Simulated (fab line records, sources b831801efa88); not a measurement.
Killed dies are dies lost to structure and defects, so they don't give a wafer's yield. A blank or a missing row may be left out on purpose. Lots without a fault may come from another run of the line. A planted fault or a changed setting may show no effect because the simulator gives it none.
fab line records | flow sky130
record lots=7 wafers=21 last_day=50
route steps=708 shown RES_XHIGH@360 SALICIDE@361 LI_CONTACT@362
lots that met no fault: from a run of the same line without faults
start_h: hours from the record's first day to the start of the lot's first wafer shown | wait_h: hours since the lot's step before | " the same as in the row above | L1.1+2: a row that stands for several wafers | - no value, or no start given | * or withheld: withheld | < > ~ a bound
route shown NAME@n: a module of which the file shows steps, and the number in the route of the first | usual: mean/standard deviation of fault-free wafers | same: alike in all rows | chamber/n: place in a boat | sites: the reading at each site | _std_site: their standard deviation | _edge_site: outer sites' mean less inner sites' | radius_mm: how far each site lies from the wafer's centre | mask NAME#n: copy n | behind: the tool/chamber that last shaped the wafer | hold: why the lot was held/for how many hours/how that ended | device: the transistor (n, p or np) that didn't switch | end of line: the same wafers' tests at the end of the route | a step without rows: its recipe alone | killed: dies lost to structure and defects at the first sort, not the wafer's yield | map: a wafer's dies, x killed, . not, _ none there
set.NAME: the setting as run; set.NAME@STEP: as run at that earlier step | model.NAME: the simulator's own value behind a step, which no gauge read
lots at some steps of the route; a table a step, a row a wafer
services: from which hour (start_h, from the record's first day; less than 0 if before it) a tool's chamber was out of use, for how many hours, and why
## steps
# step SKY_SD_N_RS_MEAS_18
# recipe thk_meas_gauge=four-point-probe
# usual RES_XHIGH_RS=333.8/1.2
# columns lot.wafer tool chamber start_h wait_h RES_XHIGH_RS[ohm/sq]
L298.1 film_metro-02 - 671.37 0.1 333.5
L298.2 " - " " 333.3
L298.4 " - " " 333.1
L301.2 film_metro-02 - 691.03 0.1 333.6
L301.4 " - " " 332.8
L301.6 " - " " 333.3
L302.1 film_metro-01 - 699.42 0.1 333.5
L302.2 " - " " 334.8
L302.3 " - " " 333.9
L303.1 film_metro-02 - 711.47 0.1 332.8
L303.2 " - " " 333.7
L303.5 " - " " 333.8
L311.1 film_metro-03 - 788.59 0.1 332.5
L311.4 " - " " 332.8
L311.6 " - " " 333.1
L314.2 film_metro-03 - 812.42 0.1 333.1
L314.4 " - " " 333.6
L314.6 " - " " 331.9
L317.1 film_metro-02 - 818.32 0.1 332.0
L317.2 " - " " 333.2
L317.6 " - " " 332.1
# step SKY_SALICIDE_CLEAN_00
# recipe chemistry=HF-last time_s=30 dilution=100:1 dry=ipa_marangoni
# step SKY_LI_CONTACT_HDPCVD_00
# recipe material=PSG target_thk_nm=930 sigma_open_frac=0.3 time_s=155 temp_c=600 sih4_flow_sccm=60 pressure_mtorr=6
# step SKY_LI_CONTACT_THK_MEAS_01
# recipe reads=PSG_of_LI_CONTACT_HDPCVD_00
# usual LI_CONTACT_HDPCVD_THK=923/9.5
# columns lot.wafer tool chamber start_h wait_h LI_CONTACT_HDPCVD_THK[nm]
L298.1 film_metro-03 - 671.61 0.1 931
L298.2 " - " " 919
L298.4 " - " " 923
L301.2 film_metro-01 - 691.26 0.1 916
L301.4 " - " " 928
L301.6 " - " " 945
L302.1 film_metro-02 - 699.66 0.1 931
L302.2 " - " " 930
L302.3 " - " " 920
L303.1 film_metro-03 - 711.71 0.1 925
L303.2 " - " " 916
L303.5 " - " " 928
L311.1 film_metro-02 - 788.83 0.1 911
L311.4 " - " " 924
L311.6 " - " " 924
L314.2 film_metro-02 - 812.65 0.1 905
L314.4 " - " " 902
L314.6 " - " " 916
L317.1 film_metro-02 - 818.56 0.1 924
L317.2 " - " " 908
L317.6 " - " " 924
# step SKY_LI_CONTACT_CMP_02
# recipe material=PSG down_force_psi=4 platen_rpm=60 pad_velocity_m_s=0.94248
# usual edge_zone_pressure_frac=0.999/0.0049 motor_current_A=12.4/1.5 retaining_ring_pressure_frac=1.000/0.0055 slurry_filter_dp_kPa=13.48/0.13 time_to_endpoint_s=30.2/2
# columns lot.wafer tool chamber start_h wait_h edge_zone_pressure_frac motor_current_A retaining_ring_pressure_frac slurry_filter_dp_kPa time_to_endpoint_s
L298.1 cmp-01 1 671.91 0.3 0.999 13.0 1.002 13.42 29.0
L298.2 " 2 " " 0.991 12.1 0.999 13.33 32.8
L298.4 " 3 " " 1.002 14.5 1.009 13.59 29.5
L301.4 cmp-02 0 691.36 0.1 1.001 14.4 1.001 13.40 29.4
L301.2 " 1 " " 0.996 10.4 0.998 13.37 28.1
L301.6 " 0 " " 1.003 14.2 0.999 13.82 29.8
L302.2 cmp-01 0 699.77 0.1 0.995 12.9 0.993 13.57 31.7
L302.3 " 1 " " 0.998 12.8 1.003 13.78 28.4
L302.1 " 2 " " 1.002 12.0 0.995 13.55 29.5
L303.1 cmp-02 1 715.27 3.6 1.001 9.7 0.996 13.54 34.6
L303.2 " 3 " " 1.007 10.8 0.996 13.58 29.5
L303.5 " 2 " " 1.009 10.1 1.002 13.59 30.8
L311.4 cmp-02 1 788.89 0.0 0.995 9.9 1.002 13.09 30.0
L311.1 " 2 " " 1.001 10.4 1.001 13.70 30.6
L311.6 " 2 " " 0.991 10.1 1.001 13.32 28.6
L314.2 cmp-01 0 812.75 0.1 0.996 12.7 0.984 13.40 26.5
L314.4 " 1 " " 0.995 13.1 0.995 13.43 26.0
L314.6 " 3 " " 1.010 15.0 1.005 13.43 30.6
L317.1 cmp-01 0 818.67 0.1 1.000 12.9 1.005 13.40 30.0
L317.2 " 1 " " 0.997 13.7 0.997 13.40 26.8
L317.6 " 3 " " 1.002 14.9 1.000 13.25 27.9
# step SKY_LI_CONTACT_BOW_MEAS_03
# recipe mode=bow
# usual LI_CONTACT_BOW=56/6.4
# columns lot.wafer tool chamber start_h wait_h LI_CONTACT_BOW[um]
L298.1 film_metro-01 - 672.21 0.2 63
L298.2 " - " " 62
L298.4 " - " " 48
L301.2 film_metro-01 - 691.63 0.2 63
L301.4 " - " " 52
L301.6 " - " " 59
L302.1 film_metro-03 - 700.02 0.1 56
L302.2 " - " " 53
L302.3 " - " " 57
L303.1 film_metro-03 - 715.57 0.2 48
L303.2 " - " " 48
L303.5 " - " " 44
L311.1 film_metro-02 - 789.19 0.2 55
L311.4 " - " " 63
L311.6 " - " " 51
L314.2 film_metro-02 - 813.02 0.2 48
L314.4 " - " " 58
L314.6 " - " " 55
L317.1 film_metro-03 - 818.92 0.2 56
L317.2 " - " " 59
L317.6 " - " " 64
# step SKY_LI_CONTACT_DEHYDRATE_04
# recipe temp_c=200 time_s=60
# step SKY_LI_CONTACT_HMDS_05
# recipe prime_time_s=60 prime_temp_c=120
# step SKY_LI_CONTACT_COAT_06
# recipe resist=BARC temp_c=withheld time_s=withheld spin_rpm=3000 resist_thk_nm=60
# step SKY_LI_CONTACT_COAT_07
# recipe resist=KrF-thick spin_rpm=3000 resist_thk_nm=450
# step SKY_LI_CONTACT_SOFTBAKE_08
# recipe temp_c=100 time_s=90 resist=KrF-thick
# step SKY_LI_CONTACT_EXPOSE_09
# recipe mask_id=LICM1 na=0.8 source_shape=annular sigma_inner=0.55 sigma_outer=0.85 target_cd_nm=170 dose_mj=38
# step SKY_LI_CONTACT_PEB_10
# recipe peb_temp_c=withheld peb_time_s=withheld resist=KrF-thick
# usual chill_plate_temp_C=* exhaust_pa=44.9/0.89
# columns lot.wafer tool chamber start_h wait_h chill_plate_temp_C exhaust_pa
L298.1 litho_track-02 0 698 - * 45.6
L298.2 " 0 699 - * 44.4
L298.4 " 0 " " * 44.3
L301.2 litho_track-03 - 719 - - -
L301.4 " - " " - -
L301.6 " - " " - -
L302.1 litho_track-02 - 724 - - -
L302.2 " - " " - -
L302.3 " - " " - -
L303.1 litho_track-02 - 742 - - -
L303.2 " - " " - -
L303.5 " - " " - -
L311.1 litho_track-03 0 814 - * 44.7
L311.4 " 0 815 - * 44.7
L311.6 " 0 " " * 45.4
L314.2 litho_track-03 0 838 - * 44.9
L314.4 " 0 " " * 45.7
L314.6 " 0 " " * 44.5
L317.1 litho_track-03 0 845 - * 45.3
L317.2 " 0 " " * 44.8
L317.6 " 0 " " * 45.1
# step SKY_LI_CONTACT_DEVELOP_11
# recipe develop_time_s=60 resist=KrF-thick dev_temp_c=21
## services
# columns tool chamber start_h hours kind
cmp-02 - 670.62 5.4 pm
cmp-02 - 703.55 9.0 pm
cmp-01 - 704.08 0.9 repair
cmp-01 - 704.33 9.6 repair
cmp-01 - 710.22 0.8 repair
cmp-02 - 712.54 2.1 repair
cmp-02 - 731.60 1.8 repair
cmp-02 - 740.97 0.5 repair
cmp-02 - 742.34 1.3 repair
cmp-02 - 744.00 4.0 pm
cmp-02 - 748.00 - consumable_replace:conditioner
cmp-02 - 748.00 - consumable_replace:pad
cmp-02 - 756.15 2.8 repair
cmp-01 - 787.13 6.0 repair
cmp-02 - 809.96 1.1 repair
cmp-02 - 834.17 0.7 repair
## key
first_sign step=SKY_LI_CONTACT_PEB_10 reading=tool_record direction=missing
effect none on later readings
met_at SKY_LI_CONTACT_PEB_10
struck_wafers L301.2,L301.4,L301.6,L302.1,L302.2,L302.3,L303.1,L303.2,L303.5
later_rows_left_out L301.2,L301.4,L301.6,L302.1,L302.2,L302.3,L303.1,L303.2,L303.5
sort_left_out L301.2,L301.4,L301.6,L302.1,L302.2,L302.3,L303.1,L303.2,L303.5
tester_left_out L301,L302,L303
onset_between 698 719
fault kind=skipped_step_whole tool=litho_track-02,litho_track-03 chamber=- onset_h=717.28 steps=SKY_LI_CONTACT_PEB_10 scope=struck_lots_only
# tester_left_out: of these lots the tester's yield and bins aren't shown, on N5 and GAA mostly nor the transistor test; their killed dies are dies lost to structure and defects alone, not to doping, threshold or leakage, so they don't give the yield
# sort_left_out: the simulated sort isn't trusted on such a fault, so these wafers' sort isn't shown, and their yield isn't known
# later_rows_left_out: the simulator's readings of these wafers behind a module that went badly wrong aren't trusted and aren't shown, but for the sort
